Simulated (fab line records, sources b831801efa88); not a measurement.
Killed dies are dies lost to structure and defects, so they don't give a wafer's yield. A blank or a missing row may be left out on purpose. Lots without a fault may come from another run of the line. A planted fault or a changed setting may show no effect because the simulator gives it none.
fab line records | flow gf180mcu
record lots=15 wafers=45 last_day=33
route steps=602 shown VT_IMPLANT@100 MVSD@136 NWELL@137 LVPWELL@138 DUAL_GATE@144 POLY_GATE@158
lots that met no fault: from a run of the same line without faults
start_h: hours from the record's first day to the start of the lot's first wafer shown | wait_h: hours since the lot's step before | " the same as in the row above | L1.1+2: a row that stands for several wafers | - no value, or no start given | * or withheld: withheld | < > ~ a bound
route shown NAME@n: a module of which the file shows steps, and the number in the route of the first | usual: mean/standard deviation of fault-free wafers | same: alike in all rows | chamber/n: place in a boat | sites: the reading at each site | _std_site: their standard deviation | _edge_site: outer sites' mean less inner sites' | radius_mm: how far each site lies from the wafer's centre | mask NAME#n: copy n | behind: the tool/chamber that last shaped the wafer | hold: why the lot was held/for how many hours/how that ended | device: the transistor (n, p or np) that didn't switch | end of line: the same wafers' tests at the end of the route | a step without rows: its recipe alone | killed: dies lost to structure and defects at the first sort, not the wafer's yield | map: a wafer's dies, x killed, . not, _ none there
set.NAME: the setting as run; set.NAME@STEP: as run at that earlier step | model.NAME: the simulator's own value behind a step, which no gauge read
steps of the route over a sample of lots; a table a step, a row a wafer
## steps
# step GF_VT_IMPLANT_TW_MEAS_10
# usual VT_IMPLANT_TW=563/4.6
# columns lot.wafer tool chamber start_h wait_h VT_IMPLANT_TW
L587.1 film_metro-03 - 113.38 0.1 566
L587.2 " - " " 564
L587.3 " - " " 562
L588.1 film_metro-02 - 119.20 0.1 567
L588.5 " - " " 567
L588.6 " - " " 561
L589.2 film_metro-02 - 130.44 0.1 568
L589.5 " - " " 564
L589.6 " - " " 568
L590.2 film_metro-03 - 130.74 0.1 555
L590.3 " - " " 555
L590.5 " - " " 558
L591.2 film_metro-01 - 144.84 0.1 568
L591.4 " - " " 569
L591.6 " - " " 569
L592.2 film_metro-03 - 145.74 0.1 557
L592.3 " - " " 558
L592.4 " - " " 556
L595.1 film_metro-03 - 164.88 0.1 557
L595.2 " - " " 557
L595.3 " - " " 557
L597.2 film_metro-02 - 175.21 0.1 567
L597.3 " - " " 566
L597.4 " - " " 561
L598.2 film_metro-02 - 179.64 0.1 565
L598.3 " - " " 565
L598.5 " - " " 565
L599.1 film_metro-01 - 189.05 0.1 571
L599.2 " - " " 571
L599.5 " - " " 573
L602.1 film_metro-03 - 203.53 0.1 556
L602.2 " - " " 560
L602.3 " - " " 559
L603.4 film_metro-01 - 209.08 0.1 567
L603.5 " - " " 568
L603.6 " - " " 570
L604.4 film_metro-01 - 216.63 0.1 563
L604.5 " - " " 569
L604.6 " - " " 564
L605.2 film_metro-02 - 224.54 0.1 560
L605.3 " - " " 563
L605.6 " - " " 564
L609.1 film_metro-03 - 248.58 0.1 560
L609.2 " - " " 561
L609.4 " - " " 562
# step GF_VT_IMPLANT_RTA_45
# recipe temp_c=1050 time_s=30 ambient=N2
# usual anneal_temp_c_max=1055.7/1.5 chamber_o2_ppm=2.000/0.02 lamp_power_pct=37/5.9 wafer_temp_C_max=1053.7/0.78
# columns lot.wafer tool chamber start_h wait_h anneal_temp_c_max chamber_o2_ppm lamp_power_pct wafer_temp_C_max
L587.1 rtp_anneal-02 0 159.49 0.0 1056.3 2.000 30 1053.4
L587.2 " 0 " " 1056.2 1.997 30 1053.3
L587.3 " 0 " " 1057.5 1.998 30 1055.0
L588.1 rtp_anneal-02 0 165.69 0.0 1056.1 2.029 30 1053.8
L588.5 " 0 " " 1056.6 1.999 30 1053.6
L588.6 " 0 " " 1057.0 2.018 30 1054.0
L589.2 rtp_anneal-01 0 179.46 0.0 1052.5 2.029 42 1052.4
L589.5 " 0 " " 1054.9 2.054 42 1053.0
L589.6 " 0 " " 1054.6 2.005 42 1053.3
L590.2 rtp_anneal-02 0 179.82 0.0 1054.6 2.007 30 1054.0
L590.3 " 0 " " 1058.9 1.992 30 1053.6
L590.5 " 0 " " 1055.2 1.996 30 1053.4
L591.2 rtp_anneal-01 0 193.76 0.0 1053.5 2.020 42 1054.6
L591.4 " 0 " " 1053.7 1.999 42 1053.4
L591.6 " 0 " " 1053.9 2.005 42 1053.8
L592.2 rtp_anneal-02 0 195.73 0.0 1058.4 2.010 30 1053.7
L592.3 " 0 " " 1054.6 1.974 30 1053.9
L592.4 " 0 " " 1057.4 2.004 30 1053.0
L595.1 rtp_anneal-01 0 217.01 0.0 1053.6 2.064 42 1053.2
L595.2 " 0 " " 1054.5 2.007 42 1053.1
L595.3 " 0 " " 1055.3 2.026 42 1052.6
L597.2 rtp_anneal-02 - 226.62 0.0 - - - -
L597.3 " - " " - - - -
L597.4 " - " " - - - -
L598.2 rtp_anneal-02 - 231.67 0.0 - - - -
L598.3 " - " " - - - -
L598.5 " - " " - - - -
L599.1 rtp_anneal-01 - 241.99 0.0 - - - -
L599.2 " - " " - - - -
L599.5 " - " " - - - -
L602.1 rtp_anneal-02 0 257.94 0.0 1056.5 2.033 30 1054.0
L602.2 " 0 " " 1056.7 2.008 30 1053.5
L602.3 " 0 " " 1058.5 2.011 30 1054.8
L603.4 rtp_anneal-01 0 265.04 0.1 1054.1 1.998 42 1054.7
L603.5 " 0 " " 1053.8 1.951 42 1053.7
L603.6 " 0 " " 1053.8 2.024 42 1053.7
L604.4 rtp_anneal-01 0 271.79 0.1 1054.5 1.981 42 1052.6
L604.5 " 0 " " 1054.4 2.023 42 1053.1
L604.6 " 0 " " 1054.9 1.994 42 1053.8
L605.2 rtp_anneal-01 0 280.45 0.0 1054.9 2.031 42 1053.4
L605.3 " 0 " " 1053.5 2.028 42 1054.4
L605.6 " 0 " " 1053.8 2.043 42 1053.2
L609.1 rtp_anneal-01 0 298.14 0.0 1053.9 1.974 42 1051.8
L609.2 " 0 " " 1055.1 1.969 42 1052.7
L609.4 " 0 " " 1054.2 1.977 42 1053.0
# step GF_VT_IMPLANT_RS_MEAS_46
# recipe thk_meas_gauge=four-point-probe
# usual MVSD_RS=456.4/1.1
# columns lot.wafer tool chamber start_h wait_h MVSD_RS[ohm/sq]
L587.1 film_metro-03 - 159.69 0.2 455.6
L587.2 " - " " 455.8
L587.3 " - " " 454.8
L588.1 film_metro-04 - 165.79 0.1 455.8
L588.5 " - " " 457.6
L588.6 " - " " 457.4
L589.2 film_metro-04 - 179.56 0.1 456.6
L589.5 " - " " 456.8
L589.6 " - " " 456.7
L590.2 film_metro-03 - 179.92 0.1 456.8
L590.3 " - " " 455.6
L590.5 " - " " 455.4
L591.2 film_metro-03 - 193.86 0.1 456.3
L591.4 " - " " 457.3
L591.6 " - " " 456.8
L592.2 film_metro-03 - 195.83 0.1 454.7
L592.3 " - " " 457.7
L592.4 " - " " 456.0
L595.1 film_metro-03 - 217.11 0.1 455.7
L595.2 " - " " 456.8
L595.3 " - " " 456.2
L597.2 film_metro-04 - 226.72 0.1 133.1
L597.3 " - " " 132.9
L597.4 " - " " 133.1
L598.2 film_metro-04 - 231.77 0.1 133.0
L598.3 " - " " 133.1
L598.5 " - " " 133.3
L599.1 film_metro-04 - 242.09 0.1 133.3
L599.2 " - " " 133.4
L599.5 " - " " 133.1
L602.1 film_metro-03 - 258.04 0.1 454.4
L602.2 " - " " 453.1
L602.3 " - " " 453.9
L603.4 film_metro-03 - 265.15 0.1 457.1
L603.5 " - " " 456.7
L603.6 " - " " 455.8
L604.4 film_metro-04 - 271.90 0.1 457.4
L604.5 " - " " 457.1
L604.6 " - " " 457.3
L605.2 film_metro-02 - 280.56 0.1 455.9
L605.3 " - " " 455.6
L605.6 " - " " 455.7
L609.1 film_metro-02 - 298.24 0.1 456.3
L609.2 " - " " 455.9
L609.4 " - " " 457.4
# step GF_VT_IMPLANT_RS_MEAS_47
# recipe thk_meas_gauge=four-point-probe
# usual NWELL_RS=487.4/1.2
# columns lot.wafer tool chamber start_h wait_h NWELL_RS[ohm/sq]
L587.1 film_metro-03 - 159.81 0.1 486.3
L587.2 " - " " 486.5
L587.3 " - " " 487.5
L588.1 film_metro-04 - 165.91 0.1 486.8
L588.5 " - " " 486.9
L588.6 " - " " 487.6
L589.2 film_metro-04 - 179.68 0.1 488.2
L589.5 " - " " 487.6
L589.6 " - " " 488.6
L590.2 film_metro-03 - 180.04 0.1 484.7
L590.3 " - " " 485.1
L590.5 " - " " 485.0
L591.2 film_metro-03 - 193.98 0.1 487.5
L591.4 " - " " 487.2
L591.6 " - " " 486.7
L592.2 film_metro-03 - 195.95 0.1 487.6
L592.3 " - " " 488.2
L592.4 " - " " 487.0
L595.1 film_metro-03 - 217.23 0.1 488.3
L595.2 " - " " 487.3
L595.3 " - " " 487.6
L597.2 film_metro-04 - 226.84 0.1 132.8
L597.3 " - " " 133.0
L597.4 " - " " 133.2
L598.2 film_metro-04 - 231.89 0.1 133.0
L598.3 " - " " 133.1
L598.5 " - " " 132.9
L599.1 film_metro-04 - 242.21 0.1 133.1
L599.2 " - " " 133.0
L599.5 " - " " 133.1
L602.1 film_metro-03 - 258.16 0.1 490.0
L602.2 " - " " 488.6
L602.3 " - " " 490.9
L603.4 film_metro-03 - 265.27 0.1 487.1
L603.5 " - " " 485.9
L603.6 " - " " 487.2
L604.4 film_metro-04 - 272.02 0.1 488.6
L604.5 " - " " 486.9
L604.6 " - " " 488.3
L605.2 film_metro-02 - 280.68 0.1 487.7
L605.3 " - " " 487.6
L605.6 " - " " 486.9
L609.1 film_metro-02 - 298.36 0.1 486.7
L609.2 " - " " 484.6
L609.4 " - " " 486.3
# step GF_VT_IMPLANT_RS_MEAS_48
# recipe thk_meas_gauge=four-point-probe
# usual LVPWELL_RS=1193/3.9
# columns lot.wafer tool chamber start_h wait_h LVPWELL_RS[ohm/sq]
L587.1 film_metro-03 - 159.93 0.1 1189
L587.2 " - " " 1191
L587.3 " - " " 1186
L588.1 film_metro-04 - 166.03 0.1 1197
L588.5 " - " " 1198
L588.6 " - " " 1195
L589.2 film_metro-04 - 179.80 0.1 1199
L589.5 " - " " 1193
L589.6 " - " " 1194
L590.2 film_metro-03 - 180.16 0.1 1187
L590.3 " - " " 1187
L590.5 " - " " 1187
L591.2 film_metro-03 - 194.10 0.1 1188
L591.4 " - " " 1187
L591.6 " - " " 1191
L592.2 film_metro-03 - 196.07 0.1 1195
L592.3 " - " " 1190
L592.4 " - " " 1193
L595.1 film_metro-03 - 217.35 0.1 1188
L595.2 " - " " 1187
L595.3 " - " " 1190
L597.2 film_metro-04 - 226.96 0.1 133
L597.3 " - " " 133
L597.4 " - " " 133
L598.2 film_metro-04 - 232.01 0.1 133
L598.3 " - " " 133
L598.5 " - " " 133
L599.1 film_metro-04 - 242.33 0.1 133
L599.2 " - " " 133
L599.5 " - " " 133
L602.1 film_metro-03 - 258.28 0.1 1188
L602.2 " - " " 1191
L602.3 " - " " 1192
L603.4 film_metro-03 - 265.39 0.1 1194
L603.5 " - " " 1194
L603.6 " - " " 1194
L604.4 film_metro-04 - 272.14 0.1 1197
L604.5 " - " " 1200
L604.6 " - " " 1200
L605.2 film_metro-02 - 280.80 0.1 1196
L605.3 " - " " 1195
L605.6 " - " " 1194
L609.1 film_metro-02 - 298.48 0.1 1192
L609.2 " - " " 1194
L609.4 " - " " 1193
# step GF_DUAL_GATE_THK_MEAS_03
# recipe reads=SiO2_of_DUAL_GATE_OXIDATION_02
# usual DUAL_GATE_OXIDATION_00_THK=10.96/0.18
# columns lot.wafer tool chamber start_h wait_h DUAL_GATE_OXIDATION_00_THK[nm]
L587.1 film_metro-01 - 162.98 0.0 10.81
L587.2 " - " " 10.93
L587.3 " - " " 11.10
L588.1 film_metro-04 - 167.96 0.0 10.85
L588.5 " - " " 10.85
L588.6 " - " " 10.77
L589.2 film_metro-01 - 184.31 0.0 11.32
L589.5 " - " " 10.99
L589.6 " - " " 10.92
L590.2 film_metro-04 - 184.31 0.0 10.88
L590.3 " - " " 10.96
L590.5 " - " " 10.96
L591.2 film_metro-03 - 196.59 0.0 10.94
L591.4 " - " " 11.10
L591.6 " - " " 11.30
L592.2 film_metro-01 - 198.31 0.0 10.98
L592.3 " - " " 11.08
L592.4 " - " " 10.95
L595.1 film_metro-03 - 219.21 0.0 11.13
L595.2 " - " " 11.36
L595.3 " - " " 11.13
L602.1 film_metro-03 - 260.77 0.0 11.03
L602.2 " - " " 10.96
L602.3 " - " " 10.93
L603.4 film_metro-04 - 267.99 0.0 10.95
L603.5 " - " " 10.96
L603.6 " - " " 10.99
L604.4 film_metro-01 - 274.19 0.0 10.67
L604.5 " - " " 10.75
L604.6 " - " " 10.78
L605.2 film_metro-01 - 282.66 0.0 10.89
L605.3 " - " " 10.96
L605.6 " - " " 10.82
L609.1 film_metro-04 - 302.18 0.0 11.28
L609.2 " - " " 11.03
L609.4 " - " " 11.04
# step GF_POLY_GATE_THK_MEAS_01
# recipe reads=poly-Si_of_POLY_GATE_CVD_00
# usual POLY_GATE_CVD_00_THK=199.9/2.1
# columns lot.wafer tool chamber start_h wait_h POLY_GATE_CVD_00_THK[nm]
L587.1 film_metro-04 - 182.80 0.0 200.0
L587.2 " - " " 199.6
L587.3 " - " " 199.5
L588.1 film_metro-04 - 187.33 0.0 197.6
L588.5 " - " " 197.8
L588.6 " - " " 198.4
L589.2 film_metro-02 - 205.40 0.0 199.2
L589.5 " - " " 199.9
L589.6 " - " " 199.8
L590.2 film_metro-01 - 205.40 0.0 200.6
L590.3 " - " " 201.7
L590.5 " - " " 199.8
L591.2 film_metro-02 - 216.68 0.0 198.1
L591.4 " - " " 200.3
L591.6 " - " " 199.7
L592.2 film_metro-02 - 218.49 0.0 200.6
L592.3 " - " " 198.8
L592.4 " - " " 200.8
L595.1 film_metro-02 - 240.74 0.0 198.4
L595.2 " - " " 196.4
L595.3 " - " " 199.9
L602.1 film_metro-04 - 282.33 0.0 201.9
L602.2 " - " " 202.5
L602.3 " - " " 202.0
L603.4 film_metro-02 - 289.92 0.0 202.1
L603.5 " - " " 200.6
L603.6 " - " " 201.9
L604.4 film_metro-02 - 297.70 0.0 201.0
L604.5 " - " " 201.0
L604.6 " - " " 202.3
L605.2 film_metro-04 - 300.58 0.0 196.7
L605.3 " - " " 197.5
L605.6 " - " " 197.6
L609.1 film_metro-04 - 322.43 0.0 197.9
L609.2 " - " " 195.9
L609.4 " - " " 195.9
## key
first_sign step=GF_VT_IMPLANT_RTA_45 reading=tool_record direction=missing
effect step=GF_VT_IMPLANT_RS_MEAS_46 reading=MVSD_RS direction=down sigmas=99+ usual=456.4 struck=133.2
effect step=GF_VT_IMPLANT_RS_MEAS_47 reading=NWELL_RS direction=down sigmas=99+ usual=487.4 struck=133.0
effect step=GF_VT_IMPLANT_RS_MEAS_48 reading=LVPWELL_RS direction=down sigmas=99+ usual=1193 struck=133
met_at GF_VT_IMPLANT_RTA_45
struck_lots L597,L598,L599
later_rows_left_out L597.2,L597.3,L597.4,L598.2,L598.3,L598.5,L599.1,L599.2,L599.5
sort_left_out L597.2,L597.3,L597.4,L598.2,L598.3,L598.5,L599.1,L599.2,L599.5
tester_left_out L597,L598,L599
not_acting_at GF_VT_IMPLANT_TW_MEAS_10,GF_DUAL_GATE_THK_MEAS_03,GF_POLY_GATE_THK_MEAS_01
onset_between 217.01 226.62
fault kind=skipped_step_whole tool=rtp_anneal-01,rtp_anneal-02 chamber=- onset_h=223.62 steps=GF_VT_IMPLANT_RTA_45 scope=struck_lots_only
# tester_left_out: of these lots the tester's yield and bins aren't shown, on N5 and GAA mostly nor the transistor test; their killed dies are dies lost to structure and defects alone, not to doping, threshold or leakage, so they don't give the yield
# sort_left_out: the simulated sort isn't trusted on such a fault, so these wafers' sort isn't shown, and their yield isn't known
# later_rows_left_out: the simulator's readings of these wafers behind a module that went badly wrong aren't trusted and aren't shown, but for the sort
